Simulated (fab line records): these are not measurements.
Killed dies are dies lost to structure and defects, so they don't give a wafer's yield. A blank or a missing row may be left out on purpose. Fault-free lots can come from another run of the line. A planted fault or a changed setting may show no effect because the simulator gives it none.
fab line records	flow gf180mcu
[record] lots = 12	wafers = 35	last_day = 34
route steps=602 shown HV_LDD@213 CONTACT@288 V1@339
lots untouched by any fault: they come from a run of this same line in which no faults occurred
start_h: hours from the record's opening day to when the first of the lot's shown wafers began	wait_h: hours from the lot's prior step to this one	" unchanged from the row above	L1.1+2: a row that stands for several wafers	- no value present, or no start provided	* or withheld: withheld	< > ~ a bound
route shown NAME@n: names a module that has steps shown in the file, with the first one's number in the route	usual: average and standard deviation across the fault-free wafers	same: alike in all rows	chamber/n: place in a boat	sites: the reading at each site	_std_site: standard deviation of those values	_edge_site: mean of outer sites minus mean of inner sites	radius_mm: how far each site lies from the wafer's centre	mask NAME#n: copy n	behind: the tool/chamber that last shaped the wafer	hold: the reason the lot was held/the length of the hold in hours/how it ended	device: names the non-switching transistor (n, p or np)	end of line: the tests these same wafers got at the end of their route	a step with no rows: only its recipe	killed: at the first sort, the dies lost to defects and structure; wafer yield is something else	map: the dies of a wafer, with x for killed, . for not killed, _ for no die there
set.NAME: the setting as run; set.NAME@STEP: as run at that earlier step	model.NAME: the simulator's own value behind a step, which no gauge read
one table for each step of the route and one row for each wafer, over a sample of lots
services: the hour from which a tool's chamber was out of use, counted from the record's first day as start_h (under 0 if before that day), plus the number of hours and why
[[steps]]
[step GF_HV_LDD_STRIP_37]
[recipe] chemistry = O2/N2	power_w = 1400	pressure_mtorr = 1500	platen_temp_c = 250	o2_flow_sccm = 3000	n2_flow_sccm = 300	overash_fraction = 0.5
[usual] drypump_motor_current_A = 5.5/0.45	heater_power_w = 340/29	oes_product_au = 0.716/0.0045	strip_time_to_endpoint_s = 12.61/0.035
lot.wafer	tool	chamber	start_h	wait_h	drypump_motor_current_A	heater_power_w	oes_product_au	rf_hours_counter_h	strip_time_to_endpoint_s
L310.2	plasma_asher-03	1	251.74	0.1	5.3	318	0.717	47	12.64
L310.3	"	1	"	"	5.3	311	0.715	-	12.63
L310.5	"	1	"	"	5.3	322	0.715	-	12.67
L311.1	plasma_asher-03	0	257.64	0.1	5.5	367	0.718	48	12.58
L311.2	"	1	"	"	5.3	311	0.727	48	12.56
L311.3	"	1	"	"	5.3	311	0.715	-	12.61
L312.3	plasma_asher-04	1	268.51	0.1	4.8	393	0.716	-	12.66
L312.4	"	0	"	"	6.3	336	0.715	-	12.64
L315.2	plasma_asher-02	1	287.88	0.1	5.9	318	0.718	17	12.57
L315.3	"	0	"	"	5.2	333	0.719	-	12.60
L315.5	"	0	"	"	5.2	331	0.728	-	12.56
L323.3	plasma_asher-04	0	349.21	0.1	6.3	336	0.709	-	12.63
L323.5	"	1	"	"	4.8	400	0.716	-	12.63
L323.6	"	0	"	"	6.3	327	0.718	-	12.61
L324.3	plasma_asher-03	0	363.91	0.1	5.5	370	0.725	-	12.64
L324.4	"	1	"	"	5.3	316	0.717	-	12.63
L324.5	"	1	"	"	5.2	315	0.719	-	12.65
L326.2	plasma_asher-02	0	390.87	0.1	5.2	334	0.710	28	12.58
L326.5	"	1	"	"	5.9	311	0.713	-	12.64
L326.6	"	0	"	"	5.2	329	0.713	-	12.64
L327.1	plasma_asher-04	1	411.93	0.1	4.8	406	0.721	74	12.59
L327.2	"	0	"	"	6.2	333	0.720	74	12.62
L327.3	"	1	"	"	4.8	393	0.715	-	12.57
L328.2	plasma_asher-04	0	412.09	0.1	6.3	341	0.714	74	12.62
L328.3	"	0	"	"	6.3	335	0.723	-	12.66
L328.6	"	1	"	"	4.8	392	0.719	-	12.57
L329.2	plasma_asher-02	1	426.52	0.1	5.9	310	0.722	32	12.58
L329.4	"	1	"	"	5.9	311	0.721	-	12.58
L329.5	"	0	"	"	5.2	330	0.717	-	12.58
L330.2	plasma_asher-03	0	434.59	0.1	5.5	371	0.717	65	12.61
L330.3	"	0	"	"	5.5	365	0.709	-	12.62
L330.4	"	1	"	"	5.2	315	0.723	-	12.62
L333.1	plasma_asher-02	1	445.39	0.1	5.9	313	0.713	34	12.58
L333.4	"	1	"	"	5.9	313	0.713	-	12.63
L333.6	"	1	"	"	5.9	323	0.711	-	12.60
[step GF_CONTACT_THK_MEAS_01]
[recipe] reads = SiO2_of_CONTACT_CVD_00
[usual] CONTACT_CVD_00_THK = 299/3.3
lot.wafer	tool	chamber	start_h	wait_h	CONTACT_CVD_00_THK[nm]
L310.2	film_metro-02	-	337.84	0.0	299
L310.3	"	-	"	"	296
L310.5	"	-	"	"	297
L311.1	film_metro-03	-	343.98	0.0	301
L311.2	"	-	"	"	299
L311.3	"	-	"	"	301
L312.3	film_metro-04	-	354.51	0.0	301
L312.4	"	-	"	"	299
L315.2	film_metro-02	-	376.06	0.0	300
L315.3	"	-	"	"	299
L315.5	"	-	"	"	294
L323.3	film_metro-03	-	446.04	0.0	302
L323.5	"	-	"	"	299
L323.6	"	-	"	"	303
L324.3	film_metro-04	-	460.32	0.0	291
L324.4	"	-	"	"	296
L324.5	"	-	"	"	296
L326.2	film_metro-04	-	490.64	0.0	304
L326.5	"	-	"	"	299
L326.6	"	-	"	"	298
L327.1	film_metro-04	-	510.45	0.0	302
L327.2	"	-	"	"	302
L327.3	"	-	"	"	298
L328.2	film_metro-02	-	511.29	0.0	302
L328.3	"	-	"	"	302
L328.6	"	-	"	"	301
L329.2	film_metro-03	-	526.15	0.0	301
L329.4	"	-	"	"	300
L329.5	"	-	"	"	304
L330.2	film_metro-04	-	533.10	0.0	302
L330.3	"	-	"	"	303
L330.4	"	-	"	"	305
L333.1	film_metro-03	-	543.80	0.0	296
L333.4	"	-	"	"	304
L333.6	"	-	"	"	297
[step GF_V1_CMP_04]
[recipe] material = SiO2	down_force_psi = 4	platen_rpm = 60	pad_velocity_m_s = 0.94248
[usual] edge_zone_pressure_frac = 0.999/0.0055	motor_current_A = 11.5/1.7	time_to_endpoint_s = 80/5.3
lot.wafer	tool	chamber	start_h	wait_h	edge_zone_pressure_frac	motor_current_A	time_to_endpoint_s
L310.2	cmp-01	1	383.27	0.1	1.000	11.1	76
L310.3	"	2	"	"	0.999	13.8	86
L310.5	"	0	"	"	1.002	9.7	88
L311.2	cmp-01	1	389.64	0.0	0.994	11.1	76
L311.3	"	2	"	"	0.992	13.3	76
L311.1	"	0	"	"	1.005	9.3	82
L312.3	cmp-01	1	401.68	0.0	0.992	12.1	83
L312.4	"	0	"	"	0.986	9.6	109
L315.3	cmp-02	3	424.91	0.0	1.003	10.5	74
L315.2	"	2	"	"	1.009	13.0	78
L315.5	"	0	"	"	0.996	12.2	85
L323.3	cmp-01	3	496.66	0.1	1.002	9.4	84
L323.5	"	1	"	"	0.999	11.2	79
L323.6	"	2	"	"	1.019	12.9	79
L324.4	cmp-01	0	510.16	0.1	1.000	10.0	80
L324.3	"	1	"	"	0.999	10.7	77
L324.5	"	3	"	"	1.002	9.6	83
L326.2	cmp-01	2	540.95	0.2	0.999	13.6	80
L326.5	"	3	"	"	0.991	9.4	87
L326.6	"	0	"	"	1.007	10.0	83
L327.2	cmp-01	0	558.24	0.0	1.002	9.8	79
L327.3	"	1	"	"	1.004	11.5	81
L327.1	"	2	"	"	0.997	13.3	75
L328.3	cmp-01	3	559.49	0.0	1.000	9.7	80
L328.2	"	1	"	"	1.005	11.1	81
L328.6	"	3	"	"	0.999	9.6	85
L329.4	cmp-01	1	574.95	0.1	0.998	11.8	87
L329.2	"	3	"	"	1.000	9.6	85
L329.5	"	1	"	"	1.001	11.6	87
L330.2	cmp-01	0	580.27	0.0	1.004	9.6	78
L330.3	"	1	"	"	1.002	11.0	78
L330.4	"	2	"	"	1.011	13.8	85
L333.4	cmp-01	2	590.52	0.0	1.003	13.3	80
L333.1	"	3	"	"	1.000	9.6	81
L333.6	"	3	"	"	1.008	10.2	88
[step GF_V1_ETCH_16]
[recipe] chemistry = N2/H2	target_depth_a = withheld	overetch_a = withheld	time_s = withheld	target = BARC	ion_energy_ev = 200	source_w = 500	bias_w = 100	pressure_mtorr = 30	n2_flow_sccm = 100	h2_flow_sccm = 200
[usual] drypump_motor_current_A = 5.8/0.31	oes_product_au = 0.855/0.0046	throttle_valve_pct = 13.223/0.0093
lot.wafer	tool	chamber	start_h	wait_h	drypump_motor_current_A	oes_product_au	throttle_valve_pct
L310.2	rie_diel-04	3	406.97	0.0	5.6	0.857	13.210
L310.3	"	1	"	"	5.8	0.853	13.222
L310.5	"	1	"	"	5.8	0.848	13.218
L311.1	rie_diel-03	2	412.87	0.0	5.8	0.853	13.231
L311.2	"	3	"	"	5.8	0.850	13.238
L311.3	"	0	"	"	5.5	0.856	13.221
L312.3	rie_diel-02	0	425.23	0.0	6.1	0.851	13.231
L312.4	"	1	"	"	5.5	0.862	13.229
L315.2	rie_diel-02	3	447.92	0.0	6.2	0.858	13.240
L315.3	"	0	"	"	6.1	0.847	13.238
L315.5	"	1	"	"	5.5	0.849	13.225
L323.3	rie_diel-03	0	520.57	0.0	5.5	0.852	13.223
L323.5	"	0	"	"	5.5	0.848	13.232
L323.6	"	3	"	"	5.8	0.853	13.217
L324.3	rie_diel-02	2	532.27	0.0	5.9	0.856	13.215
L324.4	"	1	"	"	5.5	0.850	13.242
L324.5	"	3	"	"	6.3	0.856	13.220
L326.2	rie_diel-03	3	563.62	0.0	5.9	0.856	13.223
L326.5	"	0	"	"	5.5	0.855	13.234
L326.6	"	1	"	"	5.4	0.851	13.229
L327.1	rie_diel-02	0	580.37	0.0	6.1	0.859	13.219
L327.2	"	1	"	"	5.5	0.849	13.226
L327.3	"	3	"	"	6.3	0.861	13.227
L328.2	rie_diel-04	3	581.37	0.0	5.6	0.849	13.222
L328.3	"	1	"	"	5.8	0.860	13.230
L328.6	"	0	"	"	6.0	0.854	13.209
L329.2	rie_diel-04	0	596.93	0.0	6.0	0.860	13.224
L329.4	"	3	"	"	5.6	0.850	13.223
L329.5	"	0	"	"	6.0	0.851	13.238
L330.2	rie_diel-03	3	602.02	0.0	5.8	0.857	13.214
L330.3	"	0	"	"	5.5	0.863	13.207
L330.4	"	3	"	"	5.8	0.859	13.227
L333.1	rie_diel-02	2	612.52	0.0	5.9	0.857	13.227
L333.4	"	3	"	"	6.3	0.860	13.218
L333.6	"	2	"	"	5.9	0.854	13.213
[step GF_V1_ETCH_17]
[recipe] chemistry = C4F8/O2/Ar	mask_material = KrF	target = SiO2	stop_on = TiN	source_w = 1500	bias_w = 1200	pressure_mtorr = 40	c4f8_flow_sccm = withheld	O2_flow_sccm = 6	Ar_flow_sccm = 300	time_s = withheld	target_depth_a = 6300
[usual] oes_product_au = 0.856/0.0046
lot.wafer	tool	chamber	start_h	wait_h	oes_product_au
L310.2	rie_diel-04	3	-	-	0.860
L310.3	"	1	"	"	0.853
L310.5	"	1	"	"	0.860
L311.1	rie_diel-03	2	-	-	0.859
L311.2	"	3	"	"	0.857
L311.3	"	0	"	"	0.860
L312.3	rie_diel-02	0	-	-	0.853
L312.4	"	1	"	"	0.809
L315.2	rie_diel-02	3	-	-	0.853
L315.3	"	0	"	"	0.864
L315.5	"	1	"	"	0.857
L323.3	rie_diel-03	0	-	-	0.861
L323.5	"	0	"	"	0.858
L323.6	"	3	"	"	0.858
L324.3	rie_diel-02	2	-	-	0.855
L324.4	"	1	"	"	0.858
L324.5	"	3	"	"	0.849
L326.2	rie_diel-03	3	-	-	0.854
L326.5	"	0	"	"	0.861
L326.6	"	1	"	"	0.860
L327.1	rie_diel-02	0	-	-	0.856
L327.2	"	1	"	"	0.865
L327.3	"	3	"	"	0.859
L328.2	rie_diel-04	3	-	-	0.856
L328.3	"	1	"	"	0.852
L328.6	"	0	"	"	0.860
L329.2	rie_diel-04	0	-	-	0.852
L329.4	"	3	"	"	0.854
L329.5	"	0	"	"	0.865
L330.2	rie_diel-03	3	-	-	0.854
L330.3	"	0	"	"	0.853
L330.4	"	3	"	"	0.852
L333.1	rie_diel-02	2	-	-	0.857
L333.4	"	3	"	"	0.856
L333.6	"	2	"	"	0.859
[[services]]
tool	chamber	start_h	hours	kind
cmp-01	-	249.52	0.7	repair
rie_diel-02	3	252.51	1.2	repair
cmp-01	-	256.43	1.5	repair
rie_diel-03	1	256.84	9.7	repair
cmp-01	-	263.68	4.9	repair
rie_diel-03	2	266.56	19.2	repair
cmp-01	-	268.18	0.2	repair
cmp-01	-	272.13	0.3	repair
cmp-01	-	295.02	4.2	pm
rie_diel-02	3	298.76	7.4	repair
rie_diel-02	2	300.75	4.2	repair
rie_diel-03	3	337.19	2.4	repair
cmp-01	-	377.08	0.4	repair
cmp-01	-	404.23	4.0	pm
cmp-01	-	429.59	0.6	repair
cmp-01	-	433.08	6.9	pm
cmp-01	-	439.94	12.1	pm
rie_diel-03	3	444.00	2.8	repair
rie_diel-03	0	462.56	6.7	repair
rie_diel-02	2	492.68	2.6	repair
cmp-01	-	495.25	1.0	repair
cmp-01	-	495.82	0.3	repair
rie_diel-02	-	567.06	2.8	pm
rie_diel-03	2	596.19	7.1	repair
[[key]]
[first_sign] step = GF_V1_CMP_04	reading = time_to_endpoint_s	direction = up	sigmas = 5.5	usual = *	struck = *
[effect] step = GF_V1_ETCH_17	reading = oes_product_au	direction = down	sigmas = 10	usual = 0.856	struck = 0.809
met_at GF_V1_CMP_04
struck_lots L312
struck_wafers L312.4
not_acting_at GF_HV_LDD_STRIP_37,GF_CONTACT_THK_MEAS_01,GF_V1_ETCH_16
onset_between 389.64 401.68
[fault] kind = process_parameter_drift	tool = cmp-01	chamber = -	onset_h = 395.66	steps = GF_V1_CMP_04	channel = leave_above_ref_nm	offset = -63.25	shape = step	end_h = 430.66	scope = struck_wafers_only	acts_in = these_recipes_only	stated = 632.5
